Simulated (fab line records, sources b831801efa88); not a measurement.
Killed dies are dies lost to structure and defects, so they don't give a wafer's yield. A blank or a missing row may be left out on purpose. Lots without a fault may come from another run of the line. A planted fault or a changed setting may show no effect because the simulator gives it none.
A struck lot beside a sound one | flow sfq_line | 14 steps out of a route of 325
Sound: wafers L296.1, L296.3, L296.4. Struck: wafer L312.2. (L312.3, L312.6 of the same lot were not struck and are left out.) The cause comes at the end.
At each step with rows: each side's tool, then ch and its chambers, then its first start. Under that, the readings that differ: sound wafers | struck wafers | difference of the means | sigmas: that difference in standard deviations of wafers without a fault.
alike: readings whose means differ by less than 2 such deviations, and words and numbers that are the same on both sides. not compared: withheld readings, readings that some wafer has no value for, bounds like >300 that may hide the same value, and numbers for which the record gives no deviation and whose values overlap.
The two part at a step that has a row with sigmas, a row that says differs or no value, or rows on one side only. Numbers that don't overlap but have no deviation are shown without sigmas and don't part them. A reading that every wafer of one side lacks parts them only if that side has two wafers or more.

first, 4 steps without rows for these wafers: SFQ_TRILAYER_M5_LITHO_SOFTBAKE_127; SFQ_TRILAYER_M5_LITHO_EXPOSE_124 (exposes mask M5, target cd 700 nm); SFQ_TRILAYER_M5_LITHO_PEB_126 (peb time 60 s); SFQ_TRILAYER_M5_LITHO_DEVELOP_125 (time 60 s).
SFQ_M5_OVL_MEAS_932:
  sound on overlay-01, day 51 20:25; struck on overlay-02, day 58 11:40
  alike: M5_OVL
SFQ_TRILAYER_M5_BARC_OPEN_METAL_ETCH_161: etches BARC in O2, target depth 125 nm, time 41.7 s.
  sound on rie_metal-02 ch 0,1, day 51 20:26; struck on rie_metal-01 ch 0, day 58 11:41
  alike: drypump_motor_current_A, oes_product_au
  not compared: rf_hours_counter_h
SFQ_TRILAYER_M5_ETCH_METAL_ETCH_126: etches Nb in Cl2/BCl3, stops on SiO2, time 203.2 s, target depth 265 nm.
  sound on rie_metal-02 ch 0,1, day 51 20:30; struck on rie_metal-01 ch 0, day 58 11:45
  alike: drypump_motor_current_A, oes_product_au
  not compared: rf_hours_counter_h
then, 3 steps without rows for these wafers: SFQ_TRILAYER_M5_STRIP_STRIP_127 (strips in O2); SFQ_TRILAYER_M5_STRIP_SOLV_CLEAN_128 (cleans in NMP, time 600 s); SFQ_TRILAYER_A5B_DEP_PECVD_129 (deposits SiO2 from SiH4/N2O, time 133.33 s, target thk 600 nm).
SFQ_TRILAYER_A5B_CMP_CMP_130: polishes, stops on Nb, target thk 340.7 nm.
  sound on cmp-01 ch 1,2,3, day 51 23:54; struck on cmp-01 ch 2, day 58 16:02
  alike: motor_current_A, slurry_filter_dp_kPa, slurry_flow_ml_min
SFQ_TRILAYER_A5B_METRO_MEASURE_131:
  sound on film_metro-04, day 52 02:54; struck on film_metro-01, day 58 18:14
  reading     | sound       | struck | difference | sigmas
  thk_nm (nm) | 337 336 338 | 346    | +9         | +2
SFQ_TRILAYER_R5_DEP_SPUTTER_132: material Ti, target thk 5 nm, time 5 s.
  sound on pvd_sputter-05, day 52 04:06; struck on pvd_sputter-05, day 58 19:14
  reading                                             | sound             | struck | difference | sigmas
  model.Ti_of_TRILAYER_R5_DEP_SPUTTER_132.thk_nm (nm) | 4.977 4.998 5.034 | 3.392  | -1.611     |
  alike: throttle_valve_pct
SFQ_TRILAYER_R5_DEP_SPUTTER_133: material MoNx, target thk 40 nm, time 66.7 s.
  sound on pvd_sputter-05, day 52 04:07; struck on pvd_sputter-05, day 58 19:15
  alike: throttle_valve_pct

WHERE THEY PART
Only at SFQ_TRILAYER_A5B_METRO_MEASURE_131, within this record. Later steps at which nothing parts them and some readings are alike: SFQ_TRILAYER_R5_DEP_SPUTTER_132, SFQ_TRILAYER_R5_DEP_SPUTTER_133.

WHY: what the simulator had put in
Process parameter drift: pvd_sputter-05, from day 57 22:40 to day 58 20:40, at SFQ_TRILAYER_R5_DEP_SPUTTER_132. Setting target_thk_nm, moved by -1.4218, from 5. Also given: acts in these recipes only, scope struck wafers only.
